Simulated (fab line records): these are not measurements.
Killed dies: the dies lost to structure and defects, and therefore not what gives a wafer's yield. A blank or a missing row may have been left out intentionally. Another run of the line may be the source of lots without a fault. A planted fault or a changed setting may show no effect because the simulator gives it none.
Which tool was responsible? ; flow sky130 ; 7 lots, 21 wafers sampled, at 2 steps of a route of 708

## WHAT THE GAUGES READ, wafer by wafer
SKY_LI_CONTACT_THK_MEAS_01.
lot;measured;on;LI_CONTACT_HDPCVD_THK (nm)
L865;day 28 07:00;film-metro-03;937 931 940
L868;day 29 17:36;film-metro-03;926 934 930
L870;day 30 02:56;film-metro-04;929 923 919
L872;day 30 13:46;film-metro-03;938 934 926
L879;day 32 20:29;film-metro-03;925 938 1360
L882;day 33 23:14;film-metro-04;943 942 922
L887;day 35 07:56;film-metro-03;954 939 938

## TOOL THAT RAN EACH LOT (tool first, then ch and the chambers of the sampled wafers, then the start)
lot;SKY_LI_CONTACT_HDPCVD_00
L865;hdpcvd-02 ch 0,1, day 28 06:54
L868;hdpcvd-01 ch 1,2, day 29 17:30
L870;hdpcvd-01 ch 0,2, day 30 02:49
L872;hdpcvd-02 ch 0,1,2, day 30 13:41
L879;hdpcvd-01 ch 0,1,2, day 32 20:23
L882;hdpcvd-02 ch 0,1, day 33 23:08
L887;hdpcvd-02 ch 0,1, day 35 07:50
- SKY_LI_CONTACT_HDPCVD_00: deposits PSG, target thk 930 nm, time 155 s.

## THE ANSWER, worked out from the rows above alone
Rule: the lots themselves supply what counts as usual. Put in order of their means at a reading, lots are off if they are a third of the lots or fewer, leave a main group of 4 or more, and stand apart from it by a gap of 3 or more times the standard deviation of the main group's means; of several such gaps the widest counts. The tables above print the reading to a certain number of digits; a main group whose means all agree to those digits is not used. A lot without any number at a reading at which 4 lots or more have one is off too. Where the step has rows for the other lots, those lots are counted as sound.
Off: at SKY_LI_CONTACT_THK_MEAS_01 (LI_CONTACT_HDPCVD_THK), L879. The main group: mean 934 nm, standard deviation 6.1.
A tool fits if, at a process step before that reading, it ran every lot that is off, and no sound lot after the first of them. Those tools and the gauges at SKY_LI_CONTACT_THK_MEAS_01 are tried in the same way. One fits: SKY_LI_CONTACT_HDPCVD_00 on hdpcvd-01. A fault onset in the window from L870 (day 30 02:49, its last sound lot) to L879 (day 32 20:23, its first lot off) fits.

## WHAT THE SIMULATOR HAD PUT IN
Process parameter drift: hdpcvd-01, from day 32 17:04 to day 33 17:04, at SKY_LI_CONTACT_HDPCVD_00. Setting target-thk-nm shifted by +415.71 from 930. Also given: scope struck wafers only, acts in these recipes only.
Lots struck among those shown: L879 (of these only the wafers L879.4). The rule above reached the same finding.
